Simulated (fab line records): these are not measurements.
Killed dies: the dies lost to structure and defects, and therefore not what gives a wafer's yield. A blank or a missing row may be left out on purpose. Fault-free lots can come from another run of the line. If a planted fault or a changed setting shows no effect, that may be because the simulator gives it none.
Which tool was responsible?	flow sky130	24 lots, 72 wafers sampled, at 3 steps of a route of 708

## WHAT THE GAUGES SHOWED, per wafer
SKY_CAPM_OVL_MEAS_12.
lot	measured	on	CAPM_OVL (nm)
L074	day 37 10:49	overlay-01	-0.5 -0.5 0.9
L075	day 37 16:42	overlay-02	0.0 -2.5 0.8
L076	day 37 20:03	overlay-02	-3.4 -2.1 -2.3
L077	day 38 06:23	overlay-02	0.8 -1.1 0.1
L078	day 38 19:39	overlay-01	1.1 1.5 1.4
L079	day 38 22:29	overlay-01	-1.4 -1.0 -0.4
L080	day 39 12:39	overlay-01	1.1 -0.3 0.6
L081	day 39 14:08	overlay-02	0.9 -2.8 -1.3
L082	day 39 20:30	overlay-01	-2.5 -0.4 2.1
L083	day 40 10:05	overlay-01	-0.7 0.9 0.9
L084	day 40 17:05	overlay-01	1.1 0.1 -0.1
L085	day 40 19:05	overlay-02	-0.6 -1.0 1.0
L086	day 41 06:38	overlay-01	-3.4 -1.7 -2.6
L087	day 41 11:21	overlay-01	-1.0 -1.2 -1.6
L088	day 41 16:05	overlay-01	0.9 -0.2 -1.4
L089	day 42 02:58	overlay-01	-0.9 -2.6 -0.3
L090	day 42 09:53	overlay-01	-0.4 -0.2 -0.6
L092	day 42 21:01	overlay-01	0.2 -0.9 -1.5
L091	day 42 23:52	overlay-01	1.4 0.1 1.2
L093	day 43 04:30	overlay-01	-0.3 1.0 1.0
L094	day 43 08:20	overlay-02	-2.5 0.8 -0.1
L095	day 43 15:38	overlay-01	-0.6 -0.7 0.2
L096	day 43 20:06	overlay-01	-2.4 -0.7 -0.1
L097	day 44 01:59	overlay-01	0.5 -0.9 -1.8

SKY_VIA3_CD_MEAS_12: the cd target is 200 nm.
lot	measured	on	cd nm (nm)
L074	day 39 14:32	cd sem-01	202.3 203.6 201.3
L075	day 39 19:25	cd sem-02	199.3 200.5 199.7
L076	day 40 00:22	cd sem-02	200.8 200.8 200.9
L077	day 40 09:47	cd sem-01	201.2 200.5 201.5
L078	day 40 22:16	cd sem-02	200.1 200.4 199.4
L079	day 41 01:55	cd sem-02	198.4 200.1 199.6
L080	day 41 15:49	cd sem-02	198.4 198.7 198.6
L081	day 41 17:19	cd sem-01	199.0 198.6 198.3
L082	day 41 23:08	cd sem-01	197.7 198.1 198.3
L083	day 42 12:14	cd sem-02	200.0 199.5 199.4
L084	day 42 18:31	cd sem-02	199.0 199.5 200.5
L085	day 42 21:20	cd sem-02	199.4 198.0 200.3
L086	day 43 07:23	cd sem-02	202.5 202.4 201.0
L087	day 43 13:20	cd sem-01	200.5 199.4 199.5
L088	day 43 18:10	cd sem-02	198.5 200.3 198.6
L089	day 44 04:00	cd sem-02	203.2 202.6 202.1
L090	day 44 09:47	cd sem-02	201.5 200.5 200.6
L092	day 44 19:55	cd sem-01	199.5 198.6 198.3
L091	day 44 22:25	cd sem-02	200.2 200.4 202.8
L093	day 45 02:35	cd sem-02	200.0 199.4 199.2
L094	day 45 06:46	cd sem-02	201.6 201.9 201.6
L095	day 45 14:35	cd sem-02	202.3 202.3 201.2
L096	day 45 18:11	cd sem-02	201.2 199.8 200.3
L097	day 45 23:46	cd sem-01	199.0 200.3 201.6

## TOOL THAT RAN EACH LOT (tool first, then ch and the chambers of the sampled wafers, then the start)
lot	SKY_CAPM_SPUTTER_02
L074	pvd sputter-03, day 36 08:50
L075	pvd sputter-02, day 36 14:53
L076	pvd sputter-03, day 36 18:11
L077	pvd sputter-02, day 37 04:46
L078	pvd sputter-02, day 37 18:23
L079	pvd sputter-02, day 37 21:38
L080	pvd sputter-02, day 38 12:40
L081	pvd sputter-03, day 38 14:13
L082	pvd sputter-03, day 38 20:12
L083	pvd sputter-02, day 39 10:19
L084	pvd sputter-01, day 39 16:56
L085	pvd sputter-02, day 39 20:01
L086	pvd sputter-03, day 40 07:12
L087	pvd sputter-02, day 40 12:19
L088	pvd sputter-02, day 40 16:01
L089	pvd sputter-01, day 41 02:26
L090	pvd sputter-02, day 41 10:31
L092	pvd sputter-02, day 41 21:00
L091	pvd sputter-02, day 42 00:45
L093	pvd sputter-01, day 42 05:05
L094	pvd sputter-02, day 42 08:37
L095	pvd sputter-02, day 42 16:14
L096	pvd sputter-02, day 42 21:26
L097	pvd sputter-02, day 43 03:51
- SKY_CAPM_SPUTTER_02: material TiN, target thk 200 nm, time 166.7 s.

## AS READ BY THE TOOLS THEMSELVES (means over the sampled wafers that have a number; for cases with no such wafer, the mark the record gives instead)
SKY_CAPM_SPUTTER_02.
lot	tool	substrate temp c (C)	throttle valve pct (%)
L074	pvd sputter-03	299.91	30.0
L075	pvd sputter-02	300.04	30.0
L076	pvd sputter-03	300.09	30.4
L077	pvd sputter-02	300.07	29.7
L078	pvd sputter-02	300.16	29.3
L079	pvd sputter-02	299.88	29.6
L080	pvd sputter-02	299.90	29.3
L081	pvd sputter-03	299.98	30.8
L082	pvd sputter-03	300.06	29.9
L083	pvd sputter-02	300.19	29.9
L084	pvd sputter-01	300.14	29.6
L085	pvd sputter-02	299.98	29.5
L086	pvd sputter-03	300.06	30.7
L087	pvd sputter-02	299.94	29.5
L088	pvd sputter-02	299.88	29.8
L089	pvd sputter-01	300.23	30.6
L090	pvd sputter-02	299.96	29.5
L092	pvd sputter-02	299.88	30.2
L091	pvd sputter-02	300.09	29.8
L093	pvd sputter-01	299.85	30.6
L094	pvd sputter-02	300.12	29.8
L095	pvd sputter-02	300.06	29.4
L096	pvd sputter-02	300.05	30.0
L097	pvd sputter-02	300.16	29.3

## THE ANSWER, worked out from the rows above alone
Rule: the usual values come from the lots themselves. Put in order of their means at a reading, lots are off if they are a third of the lots or fewer, leave a main group of 4 or more, and stand apart from it by a gap of 3 or more times the standard deviation of the main group's means; of several such gaps the widest counts. A main group whose means are all the same, to the digits that the tables above print for the reading, isn't used. A lot without any number at a reading at which 4 lots or more have one is off too. The other lots that the step has rows for count as sound. After the gauges, taken in route order, come the tools' own readings; for these a lot's mean is taken, as printed above. The first step at which some lot is off is used, and at that step the reading that is off furthest; a lot without a number counts as furthest.
Nothing can be told from this: no lot is off at any reading shown.

## WHAT WAS PUT IN BY THE SIMULATOR
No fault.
